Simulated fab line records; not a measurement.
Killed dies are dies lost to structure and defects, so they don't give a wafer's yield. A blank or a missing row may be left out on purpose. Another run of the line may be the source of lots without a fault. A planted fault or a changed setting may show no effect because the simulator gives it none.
What tool caused it? ; flow gf180mcu ; 18 wafers from 6 lots sampled at 3 of the route's 602 steps

WHAT EACH GAUGE READ, for each wafer
GF_VT_IMPLANT_TW_MEAS_43.
lot;measured;on;VT_IMPLANT_4_TW
L460;day 8 13:10;film metro-04;687 692 688
L472;day 11 20:13;film metro-02;683 683 679
L474;day 12 09:46;film metro-02;684 682 682
L477;day 13 06:46;film metro-02;686 687 683
L480;day 14 05:25;film metro-04;698 693 692

TOOL THAT RAN EACH LOT (tool first, then ch and the chambers of the sampled wafers, then the start)
lot;GF_STI_ETCH_14;GF_STI_STRIP_15
L460;rie si-01 ch 0,1,2, day 2 18:40;plasma asher-01 ch 0,1, day 2 18:45
L462;rie si-01 ch 0,1,3, day 3 05:11;plasma asher-01 ch 0,1, day 3 05:16
L472;rie si-01 ch 0,1,2, day 5 06:53;plasma asher-04 ch 0,1, day 5 06:58
L474;rie si-01 ch 1,2,3, day 5 17:14;plasma asher-02 ch 0,1, day 5 17:19
L477;rie si-01 ch 0,1, day 6 08:28;plasma asher-02 ch 0,1, day 6 08:33
L480;rie si-01 ch 1,2,3, day 7 01:53;plasma asher-02 ch 0,1, day 7 01:58
- GF_STI_ETCH_14: etches Si in HBr/Cl2/O2, target depth 360 nm, time 102.9 s.
- GF_STI_STRIP_15: strips in O2/N2.

THE ANSWER, worked out from the rows above alone
Rule: what is usual is taken from the lots themselves. Put in order of their means at a reading, lots are off if they are a third of the lots or fewer, leave a main group of 4 or more, and stand apart from it by a gap of 3 or more times the standard deviation of the main group's means; of several such gaps the widest counts. If all means in a main group match to the digits the tables above print for the reading, that group is not used. Also off: a lot with no number at a reading for which 4 or more lots have one. Any other lot the step has rows for is counted as sound.
None of the lots is off at any reading shown; this tells nothing.

WHAT HAD BEEN PUT IN BY THE SIMULATOR
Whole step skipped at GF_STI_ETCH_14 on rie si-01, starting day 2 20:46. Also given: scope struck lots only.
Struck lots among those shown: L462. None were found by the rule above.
